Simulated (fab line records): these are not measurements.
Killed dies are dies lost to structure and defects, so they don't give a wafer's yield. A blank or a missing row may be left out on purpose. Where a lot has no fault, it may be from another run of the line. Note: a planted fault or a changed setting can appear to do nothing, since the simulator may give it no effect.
Split-lot experiment	flow gf180mcu	23 wafers read from 5 lots, route of 602 steps

SPLIT DETAILS
At GF_CONTACT_PEB_12 (peb time 90 s), the setting peb-temp-c was moved away from the recipe's 135 C on 6 of the 23 wafers read, by -2.3% to +2.1%. For the rest of the wafers, this setting stayed at what the recipe calls for.

THE PATH FROM SPLIT TO READING: the file shows 1 step between them
- GF_CONTACT_DEVELOP_13: develop time 60 s

THE READING
cd-nm (nm) at GF_CONTACT_CD_MEAS_14, where the cd target is 220 nm. Typical for fault-free wafers on this fab line: 219.7 nm, with standard deviation 1.1 nm.

wafer	tool, chamber at the split	peb-temp-c as run, C	against the recipe	cd-nm, nm	against lot-mates on the recipe
L075.2	litho-track-04, 0	135	recipe	219.5	-
L075.3	litho-track-04, 0	135	recipe	218.1	-
L075.4	litho-track-04, 0	135	recipe	218.8	-
L075.5	litho-track-04, 0	135	recipe	219.1	-
L075.6	litho-track-04, 0	135	recipe	219.6	-
L077.1	litho-track-03, 0	135	recipe	219.9	-
L077.2	litho-track-03, 0	131.9	-2.3%	211.6	-8.7
L077.4	litho-track-03, 0	135	recipe	220.4	-
L077.5	litho-track-03, 0	135	recipe	220.5	-
L077.6	litho-track-03, 0	131.9	-2.3%	210.9	-9.4
L080.2	litho-track-03, 0	135	recipe	220.2	-
L080.3	litho-track-03, 0	135	recipe	218.1	-
L080.6	litho-track-03, 0	135	recipe	219.5	-
L084.1	litho-track-04, 0	133	-1.5%	214.4	-6.9
L084.2	litho-track-04, 0	135	recipe	220.4	-
L084.3	litho-track-04, 0	133	-1.5%	214.2	-7.1
L084.5	litho-track-04, 0	135	recipe	221.1	-
L084.6	litho-track-04, 0	135	recipe	222.3	-
L085.1	litho-track-03, 0	137.9	+2.1%	226.3	+5.3
L085.2	litho-track-03, 0	137.9	+2.1%	228.2	+7.2
L085.3	litho-track-03, 0	135	recipe	220.7	-
L085.4	litho-track-03, 0	135	recipe	221.4	-
L085.5	litho-track-03, 0	135	recipe	220.8	-

FIT RESULTS
A straight line over all 23 wafers: cd-nm changes by +3.64 nm for each +1% of peb-temp-c; r = +0.96; the points scatter about the line by 1.1 nm.
The same after taking each lot's own level away (the mean of its wafers on the recipe; 23 wafers): +3.64 nm for each +1%; r = +0.98; scatter 0.88 nm.
The reading moves by 8.4 nm for the largest change in peb-temp-c, on that fit.
Across the lots, their own levels run from 219.02 to 221.27 nm, a range of 2.0 times the standard deviation given above.
The two slopes agree, so the slope changes little with the lot-to-lot level.
Check: -8.69 nm against its lot-mates is what the line predicts for one of the wafers moved furthest among these (-2.3%) when that wafer is left out of the fit. Against them it came out at -8.67 nm.

ADDITIONAL SPLITS CARRIED BY THESE WAFERS
Other splits were also applied to these wafers ahead of the reading. Each is held against what the fit with the lots' levels taken away leaves over:
other split on the same wafers	wafers away from the commonest value	r with cd-nm (lot level and that fit taken away)
GF_NSD_DEVELOP_06 dev-temp-c	10	+0.31
GF_PSD_EXPOSE_04 dose-mj	8	+0.07
GF_PSD_IMPLANT_09 dose-cm2	9	+0.28
GF_SAB_DEVELOP_08 develop-time-s	12	-0.26

THE WHOLE CHAIN: every reading that the file lists as answering this split, in the file's order
step	what it does	reading	change (the file's fit)	r (the file's)
GF_CONTACT_CD_MEAS_14	target cd 220 nm	cd-nm	+3.68 nm for each +1% of the setting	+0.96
GF_CONTACT_ETCH_16	etches BARC in N2/H2	CONTACT.cd-nm (the simulator's own value, which no gauge read)	+3.82 nm for each +1% of the setting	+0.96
GF_CONTACT_ETCH_17	etches SiO2 in C4F8/O2/Ar, stops on CoSi2, target depth 860 nm	CONTACT.cd-nm (the simulator's own value, which no gauge read)	+3.87 nm for each +1% of the setting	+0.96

THE FILE'S OWN FIT
cd-nm changes by +3.68 nm for each +1% of peb-temp-c, r = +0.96.
